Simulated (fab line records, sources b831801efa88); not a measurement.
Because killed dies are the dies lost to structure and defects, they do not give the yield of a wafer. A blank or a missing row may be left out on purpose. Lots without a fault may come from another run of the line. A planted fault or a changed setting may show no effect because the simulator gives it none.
fab line records	flow gf180mcu
record: lots: 24	wafers: 72	lastDay: 34
route steps=602 shown STI@14 LVPWELL@64 VT_IMPLANT@97 HV_LDD@208
lots that met no fault: taken from a fault-free run of the same line
startH: the number of hours between the record's first day and the start of the first shown wafer of the lot	waitH: hours since the lot's step before	" the same as in the row above	L1.1+2: one row covering several wafers at once	- no value, or no start given	* or withheld: withheld	< > ~ a bound
route shown NAME@n: a module of which the file shows steps, and the number in the route of the first	usual: average and standard deviation across the fault-free wafers	same: alike in all rows	chamber/n: place in a boat	sites: readings site by site	_std_site: the standard deviation of these	_edge_site: inner sites' mean taken away from outer sites' mean	radiusMm: for every site, how far away it sits from the centre of the wafer	mask NAME#n: copy n	behind: the last tool/chamber to shape the wafer	hold: the reason the lot was held/the length of the hold in hours/how it ended	device: the transistor (n, p or np) that didn't switch	end of line: the tests these same wafers got at the end of their route	for a step that has no rows: nothing shown but its recipe	killed: dies lost to structure and defects at the first sort, not the wafer's yield	map: a wafer's dies, marking killed ones x, the rest . and places with no die _
set.NAME: the setting the step ran with; set.NAME@STEP: the setting that earlier step ran with	model.NAME: the simulator's own value behind a step, which no gauge read
the route's steps for a sample of lots (tables are steps, rows are wafers)
services: from which hour (startH, from the record's first day; less than 0 if before it) a tool's chamber was out of use, for how many hours, and why
== steps ==
step: GF_STI_ETCH_13
recipe: chemistry: CHF3/O2	stopOn: Si	overEtchFrac: 0.3	targetDepthA: 2823.1	sourceW: 600	biasW: 200	pressureMtorr: 40	chf3FlowSccm: 50	O2_flow_sccm: 5	timeS: 112.9
usual: drypumpMotorCurrentA: 5.5/0.6	oesProductAu: 0.832/0.0065	throttleValvePct: 8.810/0.0099
lot.wafer	tool	chamber	startH	waitH	drypumpMotorCurrentA	oesProductAu	rfHoursCounterH	throttleValvePct
L074.2	rieDiel-01	1	25.73	0.1	6.0	0.833	41	8.799
L074.3	"	0	"	"	6.1	0.821	51	8.811
L074.6	"	1	"	"	6.0	0.824	-	8.806
L075.1	rieDiel-03	3	30.03	0.1	4.7	0.832	36	8.804
L075.4	"	1	"	"	5.4	0.831	170	8.820
L075.5	"	0	"	"	4.7	0.838	-	8.817
L076.1	rieDiel-01	1	36.19	0.1	6.0	0.836	42	8.811
L076.2	"	3	"	"	5.7	0.836	154	8.822
L076.5	"	3	"	"	5.7	0.836	-	8.802
L077.1	rieDiel-03	1	40.53	0.1	5.4	0.830	170	8.808
L077.2	"	3	"	"	4.7	0.829	36	8.809
L077.3	"	2	"	"	5.3	0.840	80	8.818
L078.2	rieDiel-01	0	47.38	0.1	6.1	0.819	52	8.807
L078.3	"	1	"	"	6.0	0.829	42	8.800
L078.4	"	2	"	"	5.6	0.828	50	8.817
L079.1	rieDiel-04	2	51.79	0.1	6.6	0.825	35	8.797
L079.3	"	0	"	"	4.9	0.826	139	8.806
L079.6	"	2	"	"	6.6	0.828	-	8.809
L080.1	rieDiel-03	1	55.94	0.1	5.5	0.827	171	8.820
L080.2	"	2	"	"	5.3	0.840	80	8.787
L080.6	"	1	"	"	5.5	0.824	-	8.808
L081.3	rieDiel-03	3	62.13	0.1	4.7	0.829	37	8.811
L081.4	"	0	"	"	4.7	0.835	84	8.816
L081.5	"	0	"	"	4.7	0.828	-	8.806
L082.1	rieDiel-04	3	66.78	0.1	6.4	0.833	13	8.807
L082.2	"	1	"	"	5.2	0.824	82	8.813
L082.5	"	1	"	"	5.3	0.825	-	8.823
L083.3	rieDiel-04	2	71.23	0.1	6.6	0.837	36	8.809
L083.4	"	1	"	"	5.3	0.838	-	8.806
L083.5	"	0	"	"	4.9	0.825	-	8.797
L084.2	rieDiel-01	3	76.73	0.1	5.7	0.835	155	8.804
L084.5	"	0	"	"	6.1	0.841	-	8.824
L084.6	"	1	"	"	6.0	0.838	-	8.796
L085.2	rieDiel-04	0	83.59	0.1	4.9	0.822	140	8.786
L085.5	"	0	"	"	4.9	0.826	-	8.817
L085.6	"	3	"	"	6.4	0.826	-	8.826
L086.3	rieDiel-04	0	86.78	0.1	4.9	0.834	140	8.823
L086.4	"	2	"	"	6.6	0.833	36	8.811
L086.5	"	3	"	"	6.4	0.834	-	8.802
L087.1	rieDiel-04	2	92.84	0.1	6.6	0.830	36	8.818
L087.2	"	1	"	"	5.2	0.834	82	8.797
L087.4	"	0	"	"	4.9	0.831	140	8.815
L088.2	rieDiel-04	2	97.23	0.1	6.6	0.841	37	8.800
L088.3	"	0	"	"	4.9	0.829	140	8.828
L088.5	"	1	"	"	5.2	0.845	-	8.821
L089.1	rieDiel-04	1	102.33	0.1	5.3	0.819	83	8.811
L089.2	"	3	"	"	6.4	0.823	13	8.817
L089.4	"	2	"	"	6.6	0.829	37	8.807
L090.1	rieDiel-01	0	107.78	0.1	6.1	0.833	53	8.823
L090.5	"	1	"	"	6.0	0.827	-	8.814
L090.6	"	2	"	"	5.5	0.829	-	8.807
L091.1	rieDiel-04	2	113.13	0.1	6.6	0.829	37	8.825
L091.4	"	0	"	"	4.9	0.838	141	8.803
L091.6	"	0	"	"	4.9	0.836	-	8.805
L092.2	rieDiel-03	2	118.49	0.1	5.3	0.834	83	8.817
L092.5	"	3	"	"	4.7	0.829	-	8.810
L092.6	"	0	"	"	4.7	0.827	-	8.807
L093.1	rieDiel-01	2	123.04	0.1	5.5	0.837	51	8.812
L093.3	"	3	"	"	5.7	0.835	156	8.814
L093.4	"	0	"	"	6.1	0.833	53	8.811
L094.2	rieDiel-01	0	128.53	0.1	6.1	0.834	53	8.799
L094.3	"	2	"	"	5.5	0.838	52	8.819
L094.5	"	0	"	"	6.1	0.838	-	8.823
L095.2	rieDiel-01	1	134.19	0.1	6.0	0.830	44	8.808
L095.3	"	3	"	"	5.7	0.838	157	8.817
L095.5	"	2	"	"	5.5	0.837	-	8.833
L096.3	rieDiel-03	3	138.92	0.1	4.7	0.830	40	8.815
L096.4	"	2	"	"	5.3	0.822	83	8.800
L096.6	"	0	"	"	4.7	0.837	-	8.801
L097.2	rieDiel-03	0	145.29	0.1	4.7	0.838	86	8.808
L097.3	"	1	"	"	5.4	0.846	1	8.797
L097.4	"	3	"	"	4.7	0.832	40	8.826
step: GF_LVPWELL_STRIP_10
recipe: chemistry: O2/N2	powerW: 1400	pressureMtorr: 1500	platenTempC: 250	o2FlowSccm: 3000	n2FlowSccm: 300	overashFraction: 0.5
usual: drypumpMotorCurrentA: 5.9/0.33	heaterPowerW: 329/40	o2FlowSccm: 3001/9.2	oesProductAu: 0.723/0.0045	stripTimeToEndpointS: 36.96/0.092
same: overashFraction: 0.5
lot.wafer	tool	chamber	startH	waitH	drypumpMotorCurrentA	heaterPowerW	o2FlowSccm	oesProductAu	rfHoursCounterH	stripTimeToEndpointS
L074.2	plasmaAsher-03	1	68.46	0.1	6.3	362	2990	0.729	42	37.00
L074.3	"	1	"	"	6.3	354	2996	0.732	-	36.95
L074.6	"	1	"	"	6.3	360	2986	0.726	-	37.11
L075.1	plasmaAsher-02	0	75.71	0.1	6.4	283	3021	0.716	39	36.95
L075.4	"	1	"	"	5.6	343	3000	0.719	-	36.86
L075.5	"	0	"	"	6.4	285	2992	0.720	-	36.82
L076.1	plasmaAsher-01	0	80.76	0.1	5.8	252	3014	0.726	29	37.02
L076.2	"	1	"	"	5.7	356	2998	0.718	29	36.97
L076.5	"	1	"	"	5.7	363	2990	0.725	-	36.97
L077.1	plasmaAsher-03	1	85.03	0.1	6.2	358	2992	0.728	43	36.84
L077.2	"	0	"	"	5.7	357	2986	0.724	43	36.91
L077.3	"	0	"	"	5.6	366	2995	0.727	-	36.92
L078.2	plasmaAsher-02	0	92.06	0.1	6.4	294	2996	0.729	41	36.99
L078.3	"	1	"	"	5.7	332	3005	0.720	-	37.18
L078.4	"	0	"	"	6.5	288	2992	0.722	-	36.97
L079.1	plasmaAsher-03	1	97.59	0.1	6.3	353	3004	0.734	45	36.89
L079.3	"	0	"	"	5.6	369	3002	0.723	-	37.04
L079.6	"	1	"	"	6.3	357	3006	0.720	-	36.99
L080.1	plasmaAsher-02	0	101.69	0.1	6.4	299	3005	0.723	41	36.79
L080.2	"	1	"	"	5.6	332	3003	0.722	41	36.90
L080.6	"	1	"	"	5.6	329	3007	0.723	-	36.96
L081.3	plasmaAsher-03	0	111.26	0.1	5.6	371	3003	0.722	-	36.94
L081.4	"	1	"	"	6.3	344	3005	0.722	-	36.88
L081.5	"	0	"	"	5.6	372	3013	0.729	-	36.93
L082.1	plasmaAsher-03	0	113.66	0.1	5.7	364	3003	0.716	46	36.86
L082.2	"	1	"	"	6.3	352	3006	0.722	46	36.80
L082.5	"	0	"	"	5.7	371	3008	0.721	-	36.88
L083.3	plasmaAsher-02	0	118.08	0.1	6.5	285	3017	0.733	-	37.00
L083.4	"	1	"	"	5.6	323	2987	0.717	-	37.02
L083.5	"	1	"	"	5.6	319	2993	0.718	-	37.07
L084.2	plasmaAsher-02	0	124.35	0.1	6.4	289	3013	0.722	0	36.73
L084.5	"	0	"	"	6.4	288	3007	0.717	-	36.78
L084.6	"	1	"	"	5.6	323	3003	0.715	-	36.87
L085.2	plasmaAsher-03	0	131.23	0.1	5.6	372	2997	0.723	48	37.07
L085.5	"	0	"	"	5.6	373	2996	0.720	-	36.98
L085.6	"	1	"	"	6.3	345	3007	0.728	-	37.05
L086.3	plasmaAsher-01	1	134.79	0.1	5.7	365	2996	0.723	-	36.79
L086.4	"	0	"	"	5.9	242	3005	0.733	-	36.76
L086.5	"	0	"	"	5.8	249	3009	0.722	-	36.86
L087.1	plasmaAsher-03	1	142.54	0.1	6.3	357	2992	0.723	49	37.16
L087.2	"	0	"	"	5.7	362	3000	0.729	49	37.03
L087.4	"	1	"	"	6.3	351	2991	0.730	-	37.05
L088.2	plasmaAsher-01	1	147.46	0.1	5.7	354	3016	0.722	36	37.02
L088.3	"	0	"	"	5.8	245	2996	0.715	-	36.97
L088.5	"	0	"	"	5.8	253	3002	0.714	-	36.96
L089.1	plasmaAsher-02	0	152.86	0.1	6.4	287	2990	0.728	3	37.01
L089.2	"	1	"	"	5.6	323	2985	0.715	3	37.01
L089.4	"	1	"	"	5.6	321	3001	0.722	-	36.98
L090.1	plasmaAsher-03	0	159.89	0.1	5.7	364	2984	0.718	51	36.97
L090.5	"	0	"	"	5.7	366	2994	0.726	-	37.01
L090.6	"	1	"	"	6.3	348	2994	0.720	-	36.97
L091.1	plasmaAsher-01	0	164.73	0.1	5.9	253	3000	0.717	38	37.03
L091.4	"	1	"	"	5.7	353	3001	0.721	-	36.99
L091.6	"	1	"	"	5.7	367	2999	0.722	-	37.04
L092.2	plasmaAsher-03	0	170.16	0.1	5.6	366	3012	0.719	52	36.98
L092.5	"	1	"	"	6.3	355	2998	0.721	-	37.05
L092.6	"	0	"	"	5.6	367	2990	0.722	-	37.09
L093.1	plasmaAsher-02	0	177.79	0.1	6.4	282	3020	0.726	6	36.88
L093.3	"	0	"	"	6.4	290	3008	0.720	-	37.06
L093.4	"	1	"	"	5.6	324	3004	0.721	-	36.81
L094.2	plasmaAsher-01	0	182.66	0.1	5.8	253	2999	0.723	40	36.92
L094.3	"	1	"	"	5.7	355	2992	0.724	-	36.91
L094.5	"	1	"	"	5.7	364	3006	0.728	-	36.96
L095.2	plasmaAsher-01	0	186.64	0.1	5.8	254	2993	0.718	40	37.04
L095.3	"	1	"	"	5.7	358	2989	0.726	-	36.98
L095.5	"	0	"	"	5.8	253	3011	0.723	-	36.94
L096.3	plasmaAsher-03	0	193.06	0.1	5.7	370	3004	0.724	-	37.01
L096.4	"	1	"	"	6.3	347	3018	0.715	-	37.05
L096.6	"	1	"	"	6.3	357	2992	0.717	-	37.00
L097.2	plasmaAsher-02	1	200.51	0.1	5.6	324	3002	0.717	7	37.01
L097.3	"	1	"	"	5.6	320	3015	0.723	-	37.00
L097.4	"	0	"	"	6.5	286	3014	0.723	-	37.01
step: GF_VT_IMPLANT_OVL_MEAS_07
usual: VT_IMPLANT_OVL: -0.3/1.3
lot.wafer	tool	chamber	startH	waitH	VT_IMPLANT_OVL[nm]
L074.2	overlay-01	-	110.71	0.1	1.3
L074.3	"	-	"	"	-0.6
L074.6	"	-	"	"	-0.1
L075.1	overlay-02	-	117.36	0.1	-1.5
L075.4	"	-	"	"	1.0
L075.5	"	-	"	"	-0.9
L076.1	overlay-02	-	122.94	0.1	-0.2
L076.2	"	-	"	"	-0.6
L076.5	"	-	"	"	0.8
L077.1	overlay-01	-	128.71	0.1	-0.1
L077.2	"	-	"	"	0.2
L077.3	"	-	"	"	0.8
L078.2	overlay-01	-	136.86	0.1	-1.4
L078.3	"	-	"	"	-0.7
L078.4	"	-	"	"	-0.5
L079.1	overlay-01	-	141.86	0.1	0.5
L079.3	"	-	"	"	0.4
L079.6	"	-	"	"	-0.3
L080.1	overlay-02	-	145.94	0.1	-1.1
L080.2	"	-	"	"	-2.2
L080.6	"	-	"	"	-1.0
L081.3	overlay-02	-	156.80	0.1	0.1
L081.4	"	-	"	"	-2.5
L081.5	"	-	"	"	-1.5
L082.1	overlay-01	-	160.04	0.1	-0.9
L082.2	"	-	"	"	-2.0
L082.5	"	-	"	"	-1.1
L083.3	overlay-02	-	164.05	0.1	-1.9
L083.4	"	-	"	"	-0.8
L083.5	"	-	"	"	-0.4
L084.2	overlay-01	-	170.75	0.1	2.5
L084.5	"	-	"	"	2.3
L084.6	"	-	"	"	2.5
L085.2	overlay-01	-	179.61	0.1	1.2
L085.5	"	-	"	"	0.7
L085.6	"	-	"	"	0.0
L086.3	overlay-02	-	184.07	0.1	-1.9
L086.4	"	-	"	"	-0.6
L086.5	"	-	"	"	-1.8
L087.1	overlay-01	-	191.39	0.1	2.8
L087.2	"	-	"	"	2.1
L087.4	"	-	"	"	2.6
L088.2	overlay-02	-	197.15	0.1	1.6
L088.3	"	-	"	"	1.2
L088.5	"	-	"	"	0.5
L089.1	overlay-01	-	202.80	0.1	0.0
L089.2	"	-	"	"	0.6
L089.4	"	-	"	"	0.7
L090.1	overlay-02	-	210.04	0.1	-2.4
L090.5	"	-	"	"	-1.4
L090.6	"	-	"	"	-1.7
L091.1	overlay-01	-	215.39	0.1	-0.5
L091.4	"	-	"	"	-0.3
L091.6	"	-	"	"	-0.3
L092.2	overlay-01	-	220.95	0.1	-1.7
L092.5	"	-	"	"	-1.2
L092.6	"	-	"	"	-2.0
L093.1	overlay-01	-	228.79	0.1	1.1
L093.3	"	-	"	"	1.3
L093.4	"	-	"	"	-0.5
L094.2	overlay-01	-	234.66	0.1	-0.6
L094.3	"	-	"	"	-1.1
L094.5	"	-	"	"	-1.0
L095.2	overlay-02	-	238.26	0.1	-1.6
L095.3	"	-	"	"	-0.3
L095.5	"	-	"	"	-0.8
L096.3	overlay-02	-	246.75	0.1	0.2
L096.4	"	-	"	"	-2.9
L096.6	"	-	"	"	-0.4
L097.2	overlay-02	-	254.71	0.1	0.4
L097.3	"	-	"	"	0.8
L097.4	"	-	"	"	-0.8
step: GF_HV_LDD_OVL_MEAS_32
usual: HV_LDD_02_OVL: -0.4/1.6
lot.wafer	tool	chamber	startH	waitH	HV_LDD_02_OVL[nm]
L074.2	overlay-01	-	249.70	0.1	0.4
L074.3	"	-	"	"	2.7
L074.6	"	-	"	"	2.7
L075.1	overlay-02	-	262.39	0.1	0.7
L075.4	"	-	"	"	0.2
L075.5	"	-	"	"	-0.4
L076.1	overlay-02	-	268.19	0.1	1.7
L076.2	"	-	"	"	0.8
L076.5	"	-	"	"	0.5
L077.1	overlay-01	-	276.74	0.1	1.4
L077.2	"	-	"	"	0.1
L077.3	"	-	"	"	1.8
L078.2	overlay-01	-	289.87	0.1	-0.8
L078.3	"	-	"	"	0.6
L078.4	"	-	"	"	0.6
L079.1	overlay-02	-	298.76	0.1	1.0
L079.3	"	-	"	"	1.6
L079.6	"	-	"	"	1.0
L080.1	overlay-02	-	303.54	0.1	-2.8
L080.2	"	-	"	"	-2.2
L080.6	"	-	"	"	-2.4
L081.3	overlay-02	-	311.37	0.1	-2.7
L081.4	"	-	"	"	-2.4
L081.5	"	-	"	"	-0.5
L082.1	overlay-02	-	317.84	0.1	-0.7
L082.2	"	-	"	"	-1.0
L082.5	"	-	"	"	0.1
L083.3	overlay-01	-	320.94	0.1	-0.8
L083.4	"	-	"	"	-2.4
L083.5	"	-	"	"	-1.7
L084.2	overlay-02	-	326.32	0.1	-0.3
L084.5	"	-	"	"	0.4
L084.6	"	-	"	"	-2.6
L085.2	overlay-01	-	337.87	0.1	1.0
L085.5	"	-	"	"	0.1
L085.6	"	-	"	"	0.3
L086.3	overlay-01	-	346.80	0.1	-1.6
L086.4	"	-	"	"	0.6
L086.5	"	-	"	"	0.3
L087.1	overlay-01	-	353.77	0.1	0.0
L087.2	"	-	"	"	-1.1
L087.4	"	-	"	"	-1.6
L088.2	overlay-02	-	360.63	0.1	-0.3
L088.3	"	-	"	"	0.4
L088.5	"	-	"	"	-0.6
L089.1	overlay-02	-	368.62	0.1	2.5
L089.2	"	-	"	"	1.7
L089.4	"	-	"	"	2.1
L090.1	overlay-01	-	377.14	0.1	-1.3
L090.5	"	-	"	"	-1.4
L090.6	"	-	"	"	-1.5
L091.1	overlay-01	-	385.31	0.1	2.1
L091.4	"	-	"	"	1.8
L091.6	"	-	"	"	2.1
L092.2	overlay-01	-	390.61	0.1	-0.7
L092.5	"	-	"	"	-0.8
L092.6	"	-	"	"	-1.9
L093.1	overlay-02	-	401.84	0.1	-0.5
L093.3	"	-	"	"	-1.4
L093.4	"	-	"	"	-2.4
L094.2	overlay-01	-	410.04	0.1	0.8
L094.3	"	-	"	"	0.5
L094.5	"	-	"	"	0.9
L095.2	overlay-01	-	416.69	0.1	-2.4
L095.3	"	-	"	"	-2.5
L095.5	"	-	"	"	-2.9
L096.3	overlay-02	-	423.33	0.1	-3.1
L096.4	"	-	"	"	-4.0
L096.6	"	-	"	"	-2.8
L097.2	overlay-02	-	433.89	0.1	-0.3
L097.3	"	-	"	"	-1.8
L097.4	"	-	"	"	-1.5
step: GF_HV_LDD_STRIP_37
recipe: chemistry: O2/N2	powerW: 1400	pressureMtorr: 1500	platenTempC: 250	o2FlowSccm: 3000	n2FlowSccm: 300	overashFraction: 0.5
usual: drypumpMotorCurrentA: 5.7/0.5	heaterPowerW: 297/38	o2FlowSccm: 3001/10	oesProductAu: 0.716/0.0049	stripTimeToEndpointS: 12.64/0.033
same: overashFraction: 0.5
lot.wafer	tool	chamber	startH	waitH	drypumpMotorCurrentA	heaterPowerW	o2FlowSccm	oesProductAu	rfHoursCounterH	stripTimeToEndpointS
L074.2	plasmaAsher-04	1	250.33	0.1	4.8	313	3006	0.713	62	12.64
L074.3	"	1	"	"	4.9	309	3009	0.727	-	12.62
L074.6	"	0	"	"	6.0	264	2984	0.714	-	12.59
L075.1	plasmaAsher-01	0	263.02	0.1	5.8	253	3018	0.719	49	12.61
L075.4	"	1	"	"	5.7	359	3014	0.714	-	12.59
L075.5	"	1	"	"	5.7	360	3000	0.722	-	12.69
L076.1	plasmaAsher-04	0	268.82	0.1	6.0	266	2985	0.720	64	12.67
L076.2	"	1	"	"	4.9	304	2995	0.716	64	12.67
L076.5	"	0	"	"	6.0	264	2995	0.716	-	12.71
L077.1	plasmaAsher-04	1	277.37	0.1	4.8	311	2998	0.712	65	12.66
L077.2	"	0	"	"	6.0	261	3019	0.708	65	12.65
L077.3	"	0	"	"	6.0	271	3002	0.712	-	12.63
L078.2	plasmaAsher-01	1	290.50	0.1	5.7	368	3004	0.727	52	12.62
L078.3	"	0	"	"	5.8	252	3004	0.717	-	12.62
L078.4	"	1	"	"	5.7	362	3011	0.723	-	12.60
L079.1	plasmaAsher-01	0	299.40	0.1	5.9	250	2998	0.710	53	12.60
L079.3	"	0	"	"	5.8	256	2998	0.723	-	12.63
L079.6	"	0	"	"	5.9	252	3002	0.723	-	12.63
L080.1	plasmaAsher-04	0	304.17	0.1	6.0	271	2990	0.722	68	12.64
L080.2	"	1	"	"	4.9	321	2993	0.704	68	12.63
L080.6	"	0	"	"	6.0	274	3003	0.713	-	12.64
L081.3	plasmaAsher-02	0	312.03	0.1	6.4	284	3002	0.712	-	12.59
L081.4	"	1	"	"	5.6	317	3011	0.722	-	12.62
L081.5	"	0	"	"	6.4	291	2996	0.712	-	12.62
L082.1	plasmaAsher-02	1	318.47	0.1	5.6	318	3015	0.709	18	12.74
L082.2	"	0	"	"	6.4	297	3005	0.714	18	12.69
L082.5	"	1	"	"	5.6	320	3028	0.715	-	12.72
L083.3	plasmaAsher-02	0	321.60	0.1	6.5	284	2999	0.712	-	12.64
L083.4	"	1	"	"	5.7	318	2990	0.716	-	12.63
L083.5	"	0	"	"	6.5	288	3003	0.719	-	12.66
L084.2	plasmaAsher-04	0	326.95	0.1	6.0	265	2992	0.708	70	12.65
L084.5	"	1	"	"	4.8	320	3023	0.721	-	12.71
L084.6	"	0	"	"	6.1	269	2990	0.715	-	12.66
L085.2	plasmaAsher-01	1	338.50	0.1	5.7	353	2998	0.708	57	12.64
L085.5	"	0	"	"	5.8	256	2992	0.714	-	12.65
L085.6	"	1	"	"	5.7	360	2986	0.711	-	12.70
L086.3	plasmaAsher-04	1	347.46	0.1	4.9	321	3014	0.714	-	12.61
L086.4	"	0	"	"	6.0	256	3021	0.718	-	12.59
L086.5	"	1	"	"	4.9	314	3011	0.711	-	12.62
L087.1	plasmaAsher-04	1	354.41	0.1	4.9	309	2998	0.723	73	12.65
L087.2	"	0	"	"	6.0	263	2985	0.715	73	12.63
L087.4	"	1	"	"	4.9	320	2992	0.706	-	12.64
L088.2	plasmaAsher-01	1	361.26	0.1	5.7	357	2989	0.711	59	12.67
L088.3	"	1	"	"	5.7	372	2979	0.711	-	12.65
L088.5	"	0	"	"	5.8	247	3008	0.718	-	12.68
L089.1	plasmaAsher-01	0	369.26	0.1	5.8	250	3001	0.722	60	12.68
L089.2	"	1	"	"	5.7	354	2977	0.727	60	12.66
L089.4	"	1	"	"	5.7	357	2991	0.714	-	12.66
L090.1	plasmaAsher-02	1	377.77	0.1	5.7	320	3004	0.725	24	12.67
L090.5	"	0	"	"	6.4	287	3011	0.712	-	12.70
L090.6	"	1	"	"	5.6	317	2979	0.717	-	12.68
L091.1	plasmaAsher-04	0	385.94	0.1	6.1	264	3006	0.712	76	12.58
L091.4	"	0	"	"	6.1	263	3014	0.717	-	12.63
L091.6	"	1	"	"	4.9	315	2998	0.714	-	12.60
L092.2	plasmaAsher-01	1	391.24	0.1	5.7	361	3011	0.722	62	12.64
L092.5	"	1	"	"	5.7	366	3016	0.716	-	12.61
L092.6	"	0	"	"	5.8	251	3000	0.717	-	12.65
L093.1	plasmaAsher-04	1	402.47	0.1	4.8	316	2996	0.716	78	12.64
L093.3	"	0	"	"	6.0	268	3000	0.723	-	12.63
L093.4	"	1	"	"	4.9	312	2994	0.724	-	12.63
L094.2	plasmaAsher-01	0	410.67	0.1	5.8	247	3001	0.720	65	12.65
L094.3	"	0	"	"	5.8	248	3005	0.710	-	12.62
L094.5	"	0	"	"	5.8	240	3009	0.713	-	12.64
L095.2	plasmaAsher-02	0	417.32	0.1	6.5	286	3009	0.719	27	12.70
L095.3	"	0	"	"	6.5	287	3001	0.715	-	12.69
L095.5	"	0	"	"	6.5	281	3015	0.718	-	12.63
L096.3	plasmaAsher-02	1	423.99	0.1	5.7	324	3026	0.713	-	12.62
L096.4	"	0	"	"	6.4	282	2992	0.714	-	12.64
L096.6	"	0	"	"	6.4	282	3010	0.718	-	12.62
L097.2	plasmaAsher-04	1	434.52	0.1	4.9	296	3004	0.715	1	12.66
L097.3	"	0	"	"	6.0	252	3000	0.711	-	12.69
L097.4	"	1	"	"	4.9	282	3004	0.713	-	12.67
step: GF_HV_LDD_THK_MEAS_55
recipe: reads: SiO2_of_HV_LDD_CVD_54
usual: HV_LDD_CVD_54_THK: 10.03/0.1
lot.wafer	tool	chamber	startH	waitH	HV_LDD_CVD_54_THK[nm]
L074.2	filmMetro-04	-	270.78	0.0	10.01
L074.3	"	-	"	"	10.11
L074.6	"	-	"	"	10.15
L075.1	filmMetro-02	-	284.56	0.0	10.06
L075.4	"	-	"	"	10.12
L075.5	"	-	"	"	10.09
L076.1	filmMetro-04	-	290.22	0.0	10.24
L076.2	"	-	"	"	10.24
L076.5	"	-	"	"	10.12
L077.1	filmMetro-03	-	299.05	0.0	9.93
L077.2	"	-	"	"	9.91
L077.3	"	-	"	"	10.03
L078.2	filmMetro-04	-	312.08	0.0	10.01
L078.3	"	-	"	"	10.04
L078.4	"	-	"	"	10.01
L079.1	filmMetro-03	-	322.45	0.0	9.76
L079.3	"	-	"	"	9.89
L079.6	"	-	"	"	9.97
L080.1	filmMetro-04	-	326.94	0.0	9.95
L080.2	"	-	"	"	9.97
L080.6	"	-	"	"	10.04
L081.3	filmMetro-02	-	334.01	0.0	9.88
L081.4	"	-	"	"	9.88
L081.5	"	-	"	"	9.83
L082.1	filmMetro-03	-	340.76	0.0	10.10
L082.2	"	-	"	"	10.01
L082.5	"	-	"	"	10.16
L083.3	filmMetro-02	-	344.49	0.0	10.11
L083.4	"	-	"	"	10.10
L083.5	"	-	"	"	10.07
L084.2	filmMetro-04	-	349.80	0.0	10.03
L084.5	"	-	"	"	10.09
L084.6	"	-	"	"	10.04
L085.2	filmMetro-04	-	361.94	0.0	10.16
L085.5	"	-	"	"	10.03
L085.6	"	-	"	"	10.03
L086.3	filmMetro-03	-	370.33	0.0	10.15
L086.4	"	-	"	"	10.13
L086.5	"	-	"	"	9.96
L087.1	filmMetro-02	-	378.97	0.0	10.09
L087.2	"	-	"	"	10.01
L087.4	"	-	"	"	10.17
L088.2	filmMetro-04	-	386.13	0.0	9.99
L088.3	"	-	"	"	10.03
L088.5	"	-	"	"	9.95
L089.1	filmMetro-03	-	394.37	0.0	10.04
L089.2	"	-	"	"	10.04
L089.4	"	-	"	"	9.90
L090.1	filmMetro-02	-	402.71	0.0	9.93
L090.5	"	-	"	"	9.96
L090.6	"	-	"	"	9.84
L091.1	filmMetro-02	-	409.22	0.0	10.02
L091.4	"	-	"	"	10.03
L091.6	"	-	"	"	10.07
L092.2	filmMetro-02	-	414.65	0.0	9.96
L092.5	"	-	"	"	10.01
L092.6	"	-	"	"	10.07
L093.1	filmMetro-04	-	426.54	0.0	10.06
L093.3	"	-	"	"	10.08
L093.4	"	-	"	"	9.87
L094.2	filmMetro-02	-	436.53	0.0	10.01
L094.3	"	-	"	"	9.92
L094.5	"	-	"	"	9.95
L095.2	filmMetro-03	-	442.88	0.0	10.09
L095.3	"	-	"	"	10.05
L095.5	"	-	"	"	10.14
L096.3	filmMetro-02	-	450.23	0.0	9.90
L096.4	"	-	"	"	9.86
L096.6	"	-	"	"	9.80
L097.2	filmMetro-02	-	460.78	0.0	10.23
L097.3	"	-	"	"	10.07
L097.4	"	-	"	"	10.02
== services ==
tool	chamber	startH	hours	kind
rieDiel-04	2	12.37	4.4	repair
plasmaAsher-02	-	36.26	3.0	repair
plasmaAsher-04	-	41.93	9.7	repair
plasmaAsher-04	-	53.20	1.8	repair
plasmaAsher-01	-	54.96	5.2	repair
rieDiel-04	-	58.61	0.2	repair
rieDiel-04	3	69.51	4.2	repair
plasmaAsher-02	-	98.91	2.2	repair
plasmaAsher-03	-	108.45	1.4	repair
plasmaAsher-02	-	108.75	9.0	pm
plasmaAsher-02	-	160.71	2.9	repair
plasmaAsher-04	-	162.28	1.4	repair
plasmaAsher-02	-	182.23	7.0	repair
plasmaAsher-02	-	191.31	8.0	repair
plasmaAsher-04	-	204.60	14.6	pm
plasmaAsher-01	-	247.58	2.8	pm
plasmaAsher-04	-	253.57	0.8	repair
plasmaAsher-02	-	261.57	2.4	repair
plasmaAsher-02	-	289.36	1.6	repair
plasmaAsher-04	-	320.25	4.3	pm
plasmaAsher-01	-	362.55	0.3	repair
plasmaAsher-03	-	388.90	3.3	repair
plasmaAsher-02	-	420.90	1.2	repair
plasmaAsher-04	-	421.25	9.0	pm
== key ==
fault none
